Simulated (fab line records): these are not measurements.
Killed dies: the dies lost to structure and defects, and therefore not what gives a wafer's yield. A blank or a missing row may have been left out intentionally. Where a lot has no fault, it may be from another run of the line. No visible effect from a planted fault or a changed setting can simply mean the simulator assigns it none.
Which of the tools did it? | flow sky130 | 11 lots with 33 wafers sampled at 5 steps, on a route of 708 steps

== WHAT THE GAUGES READ, wafer by wafer ==
SKY_VIA2_OVL_MEAS_13. Usual: VIA2_OVL 0 nm, standard deviation 5.
lot  | measured     | on         | VIA2_OVL (nm) | flag
L456 | day 37 19:21 | overlay-01 | -6 -5 -7      | 
L458 | day 38 00:25 | overlay-01 | 1 -7 0        | 
L457 | day 38 03:12 | overlay-02 | 1 5 3         | 
L460 | day 38 23:48 | overlay-01 | 2 6 3         | 
L462 | day 39 16:49 | overlay-01 | -6 2 5        | 
L467 | day 41 00:05 | overlay-01 | -2 1 2        | 
L468 | day 41 00:27 | overlay-01 | 8 6 1         | 
L465 | day 41 05:28 | overlay-01 | 33 33 41      | OFF
L469 | day 41 08:21 | overlay-01 | 38 41 33      | OFF
L473 | day 42 09:37 | overlay-02 | 25 33 31      | OFF
L475 | day 42 22:03 | overlay-02 | 9 8 9         | 

== WHAT TOOL EACH LOT RAN ON (gives the tool, then ch and the chambers of the sampled wafers, and finally the start) ==
lot  | SKY_VIA1_CMP_02               | SKY_VIA1_STRIP_16                   | SKY_METAL2_DESCUM_17             | SKY_VIA2_EXPOSE_09
L456 | cmp-02 ch 0,2,3, day 34 09:29 | plasmaAsher-02 ch 0,1, day 35 12:31 | rieMetal-03 ch 0,1, day 36 16:08 | krfScanner-02 ch 0, day 37 05:50
L458 | cmp-01 ch 0,2,3, day 34 14:44 | plasmaAsher-04 ch 0,1, day 35 17:33 | rieMetal-01 ch 0,1, day 36 21:38 | krfScanner-02 ch 0, day 37 11:58
L457 | cmp-02 ch 0,1,3, day 34 17:58 | plasmaAsher-04 ch 0,1, day 35 20:58 | rieMetal-02 ch 0,1, day 36 23:47 | krfScanner-02 ch 0, day 37 15:04
L460 | cmp-02 ch 0,1,3, day 35 15:50 | plasmaAsher-01 ch 0,1, day 36 18:19 | rieMetal-02 ch 0, day 37 20:59   | krfScanner-02 ch 0, day 38 11:11
L462 | cmp-01 ch 1,2, day 36 09:20   | plasmaAsher-02 ch 0,1, day 37 11:54 | rieMetal-03 ch 0,1, day 38 14:42 | krfScanner-02 ch 0, day 39 04:40
L467 | cmp-01 ch 0,2,3, day 37 17:07 | plasmaAsher-02 ch 0,1, day 38 19:07 | rieMetal-02 ch 0,1, day 39 22:20 | krfScanner-01 ch 0, day 40 11:17
L468 | cmp-02 ch 0,2, day 37 19:40   | plasmaAsher-02 ch 0,1, day 38 20:37 | rieMetal-03 ch 0, day 39 23:05   | krfScanner-02 ch 0, day 40 12:22
L465 | cmp-01 ch 0,1, day 38 00:01   | plasmaAsher-04 ch 0,1, day 39 02:22 | rieMetal-02 ch 0,1, day 40 04:35 | krfScanner-02 ch 0, day 40 17:35
L469 | cmp-01 ch 0,1,2, day 38 03:19 | plasmaAsher-02 ch 0,1, day 39 04:31 | rieMetal-03 ch 0,1, day 40 07:02 | krfScanner-02 ch 0, day 40 20:56
L473 | cmp-02 ch 0,2,3, day 39 06:43 | plasmaAsher-01 ch 0,1, day 40 07:51 | rieMetal-01 ch 0,1, day 41 08:56 | krfScanner-02 ch 0, day 41 22:30
L475 | cmp-02 ch 1,2,3, day 39 19:39 | plasmaAsher-01 ch 0,1, day 40 20:44 | rieMetal-01 ch 0,1, day 41 21:35 | krfScanner-01 ch 0, day 42 10:14
- SKY_VIA1_CMP_02: polishes SiO2.
- SKY_VIA1_STRIP_16: strips in O2/N2.
- SKY_METAL2_DESCUM_17: chemistry O2, time 8 s.
- SKY_VIA2_EXPOSE_09: exposes mask VIM2, target cd 200 nm.

== WHAT THE TOOLS THEMSELVES READ (means of the sampled wafers that have a number; where no wafer has one, the mark that the record gives instead) ==
SKY_VIA1_CMP_02. Usual: motorCurrentA reads 12.2 A (standard deviation 1.6).
lot  | tool   | motorCurrentA (A) | flag
L456 | cmp-02 | 12.8              | 
L458 | cmp-01 | 10.7              | 
L457 | cmp-02 | 12.9              | 
L460 | cmp-02 | 12.7              | 
L462 | cmp-01 | 12.6              | 
L467 | cmp-01 | 10.7              | 
L468 | cmp-02 | 13.2              | 
L465 | cmp-01 | 10.4              | 
L469 | cmp-01 | 11.8              | 
L473 | cmp-02 | 12.7              | 
L475 | cmp-02 | 13.5              | 

SKY_VIA1_STRIP_16. Usual: drypumpMotorCurrentA 5.83 A, standard deviation 0.097; oesProductAu 0.416 a.u., standard deviation 0.0042; stripTimeToEndpointS 4.457 s, standard deviation 0.02.
lot  | tool           | drypumpMotorCurrentA (A) | oesProductAu (a.u.) | stripTimeToEndpointS (s) | flag
L456 | plasmaAsher-02 | 5.77                     | 0.413               | 4.454                    | 
L458 | plasmaAsher-04 | 5.93                     | 0.414               | 4.483                    | 
L457 | plasmaAsher-04 | 5.94                     | 0.413               | 4.452                    | 
L460 | plasmaAsher-01 | 5.91                     | 0.417               | 4.449                    | 
L462 | plasmaAsher-02 | 5.75                     | 0.415               | 4.463                    | 
L467 | plasmaAsher-02 | 5.73                     | 0.416               | 4.444                    | 
L468 | plasmaAsher-02 | 5.77                     | 0.414               | 4.444                    | 
L465 | plasmaAsher-04 | 5.92                     | 0.423               | 4.456                    | 
L469 | plasmaAsher-02 | 5.74                     | 0.418               | 4.458                    | 
L473 | plasmaAsher-01 | 5.88                     | 0.414               | 4.464                    | 
L475 | plasmaAsher-01 | 5.89                     | 0.417               | 4.459                    | 

SKY_METAL2_DESCUM_17. Usual: drypumpMotorCurrentA 6.0 A, standard deviation 0.36; oesProductAu 1.001 a.u., standard deviation 0.006.
lot  | tool        | drypumpMotorCurrentA (A) | oesProductAu (a.u.) | flag
L456 | rieMetal-03 | 5.9                      | 0.999               | 
L458 | rieMetal-01 | 6.0                      | 0.995               | 
L457 | rieMetal-02 | 5.7                      | 0.994               | 
L460 | rieMetal-02 | 5.6                      | 1.004               | 
L462 | rieMetal-03 | 6.0                      | 0.999               | 
L467 | rieMetal-02 | 5.9                      | 1.004               | 
L468 | rieMetal-03 | 5.7                      | 0.998               | 
L465 | rieMetal-02 | 5.7                      | 0.996               | 
L469 | rieMetal-03 | 6.3                      | 1.010               | 
L473 | rieMetal-01 | 6.0                      | 1.002               | 
L475 | rieMetal-01 | 6.1                      | 1.000               | 

SKY_VIA2_EXPOSE_09. Usual: focusOffsetNm reads 0.1 nm (standard deviation 0.48).
lot  | tool          | focusOffsetNm (nm) | flag
L456 | krfScanner-02 | 0.3                | 
L458 | krfScanner-02 | -0.3               | 
L457 | krfScanner-02 | 0.1                | 
L460 | krfScanner-02 | 0.6                | 
L462 | krfScanner-02 | 0.5                | 
L467 | krfScanner-01 | -0.3               | 
L468 | krfScanner-02 | -0.3               | 
L465 | krfScanner-02 | 0.2                | 
L469 | krfScanner-02 | 0.0                | 
L473 | krfScanner-02 | 0.6                | 
L475 | krfScanner-01 | -0.3               | 

== THE ANSWER, worked out from the rows above alone ==
Rule: a lot counts as off when the mean over its wafers that have a number is more than 3 standard deviations away from the usual mean. Also off: a lot with no number at a reading for which 4 or more lots have one. All remaining lots with rows at the step are treated as sound. Order of review: gauges by route order, followed by the tools' own readings, for which a lot's mean as printed above is used. The first step at which some lot is off is used, and at that step the reading that is off furthest; a lot without a number counts as furthest.
Off: at SKY_VIA2_OVL_MEAS_13 (VIA2_OVL), L465, L469, L473.
If a tool, at a process step before that reading, ran all the lots that are off and no sound lot after the first of them, it fits. Those tools and the gauges at SKY_VIA2_OVL_MEAS_13 are tried in the same way. One fits: SKY_VIA2_EXPOSE_09 on krfScanner-02. A fault onset in the window from L468 (day 40 12:22, its last sound lot) to L465 (day 40 17:35, its first lot off) fits.

== WHAT THE SIMULATOR HAD INSERTED ==
Scanner matching overlay: krfScanner-02, from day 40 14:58 on, at SKY_VIA2_EXPOSE_09. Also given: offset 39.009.
Lots struck among those shown: L465, L469, L473. The rule above found the same.
